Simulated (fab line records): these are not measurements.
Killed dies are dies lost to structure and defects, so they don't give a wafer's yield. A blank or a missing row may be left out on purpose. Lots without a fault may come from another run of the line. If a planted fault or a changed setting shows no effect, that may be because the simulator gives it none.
Struck lot and sound lot, side by side :: flow sky130 :: 34 steps out of a route of 708
Sound: the wafers L270.1, L270.5, L270.6. Struck: wafers L286.3, L286.4, L286.5. The cause is named last.
Per side, at each step with rows, come the tool, then ch with its chambers, and then its first start. Under that, the readings that differ: sound wafers :: struck wafers :: difference of the means :: sigmas: that difference in standard deviations of wafers without a fault.
alike: readings with means less than 2 such deviations apart, plus words and numbers identical on both sides. not compared: withheld readings, readings lacking a value on some wafer, bounds such as >300 that could conceal the same value, and numbers that have no deviation in the record and whose values overlap.
Wherever a step has rows on one side only, a row that says differs or no value, or a row with sigmas, the two part there. Numbers that have no deviation but don't overlap get no sigmas and don't part them. A reading that every wafer of one side lacks parts them only if that side has two wafers or more.

first, 9 steps without rows for these wafers: SKY_VIA2_DEHYDRATE_04 (time 60 s); SKY_VIA2_HMDS_05 (prime time 60 s); SKY_VIA2_COAT_06 (resist thk 60 nm); SKY_VIA2_COAT_07 (resist thk 450 nm); SKY_VIA2_SOFTBAKE_08 (time 90 s); SKY_VIA2_EXPOSE_09 (exposes mask VIM2, target cd 200 nm); SKY_VIA2_PEB_10; SKY_VIA2_DEVELOP_11 (develop time 60 s); SKY_VIA2_ETCH_14 (etches BARC in N2/H2, stops on SiO2, time 45.9 s, target depth 60 nm).
SKY_VIA2_ETCH_15: etches SiO2 in C4F8/O2/Ar, stops on TiN, target depth 546 nm, time 84 s.
  sound on rieDiel-01 ch 1,2,3, day 36 04:06; struck on rieDiel-01 ch 0,1,3, day 41 06:50
  alike: chamberPressureMTorr, oesProductAu, rfFwdPowerW
  not compared: rfHoursCounterH
then, 23 steps without rows for these wafers: SKY_VIA2_STRIP_16 (strips in O2/N2); SKY_VIA2_STRIP_17 (strips in post etch residue remover, time 1200 s); SKY_VIA2_CLEAN_18 (cleans in IPA, time 180 s); SKY_VIA2_CLEAN_19 (cleans in O3/DIW); SKY_VIA2_SPUTTER_20 (material TiN, target thk 20 nm, time 80 s); SKY_VIA2_CVD_21 (deposits W, target thk 420 nm, time 126.4 s); SKY_VIA2_CMP_24 (polishes, stops on SiO2, t overpolish 20 s, target thk 0 nm); SKY_METAL3_SPUTTER_00 (material Ti, target thk 15 nm, time 10 s); SKY_METAL3_SPUTTER_01 (material TiN, target thk 20 nm, time 16.7 s); SKY_METAL3_SPUTTER_02 (material AlCu, target thk 735 nm, time 39.1 s); SKY_METAL3_SPUTTER_03 (material Ti, target thk 5 nm, time 3.3 s); SKY_METAL3_SPUTTER_04 (material TiN, target thk 70 nm, time 58.3 s); SKY_CAPM_CVD_00 (deposits SiO2, target thk 15.5 nm); SKY_CAPM_SPUTTER_02 (material TiN, target thk 200 nm, time 166.7 s); SKY_CAPM_DEHYDRATE_05 (time 60 s); SKY_CAPM_HMDS_06 (prime time 60 s); SKY_CAPM_COAT_07 (resist thk 1140 nm); SKY_CAPM_SOFTBAKE_08 (time 60 s); SKY_CAPM_EXPOSE_09 (exposes mask CAPM, target cd 1000 nm); SKY_CAPM_PEB_10; SKY_CAPM_DEVELOP_11 (develop time 60 s); SKY_CAPM_METAL_ETCH_13 (etches TiN in Cl2/BCl3, stops on SiO2, target depth 220 nm, time 62.9 s); SKY_CAPM_STRIP_14 (strips in O2/N2).
-- the record jumps here: 8 days lie between the struck wafers' starts before and after (it left off in module CAPM and takes up again in module PAD_OPEN, whose first step shown is number 708 of the route) --
SKY_PAD_OPEN_PROBE_99:
  sound on prober-02, day 45 17:34; struck on prober-01, day 49 12:10
reading: defectLimitedYield (%)
sound: 83.7 85.2 76.8
struck: 73.8 73.6 72.0
difference: -8.8
sigmas: -4

reading: killed_at_M0_to_M3
sound: 41 35 51
struck: 82 87 94
difference: +45
sigmas: +6

reading: killedDies
sound: 80 73 114
struck: 129 130 138
difference: +43
sigmas: +4

reading: sort_bin_3_pad_short (%)
sound: 0.6 1.0 0.6
struck: 3.0 2.4 3.3
difference: +2.2
sigmas: +5

reading: sort_bin_5_function (%)
sound: 11.4 8.7 11.8
struck: 15.9 16.5 16.5
difference: +5.7
sigmas: +4

reading: sortNPass
sound: 412 419 378
struck: 363 362 354
difference: -43
sigmas: -4

reading: sortYieldPct (%)
sound: 83.7 85.2 76.8
struck: 73.8 73.6 72.0
difference: -8.8
sigmas: -4

reading: model.etest.tester.sortNPass
sound: 412 419 378
struck: 363 362 354
difference: -43
sigmas: 

reading: model.etest.tester.sortYieldPct (%)
sound: 83.74 85.16 76.83
struck: 73.78 73.58 71.95
difference: -8.81
sigmas: 

reading: model.etest.tester.sort_bin_5_pct (%)
sound: 11.38 8.74 11.79
struck: 15.85 16.46 16.46
difference: +5.62
sigmas: 

reading: model.etest.tester.sort_bin_3_pct (%)
sound: 0.6098 1.016 0.6098
struck: 3.049 2.439 3.252
difference: +2.168
sigmas: 
  alike: killed_at_M4_up, killedAtContacts, killedAtFrontEnd, killedAtOther, killedOpen, killedShort, sort_bin_6_memory

WHERE THEY PART
SKY_PAD_OPEN_PROBE_99 only, going by this record.

WHY: whatever the simulator had introduced
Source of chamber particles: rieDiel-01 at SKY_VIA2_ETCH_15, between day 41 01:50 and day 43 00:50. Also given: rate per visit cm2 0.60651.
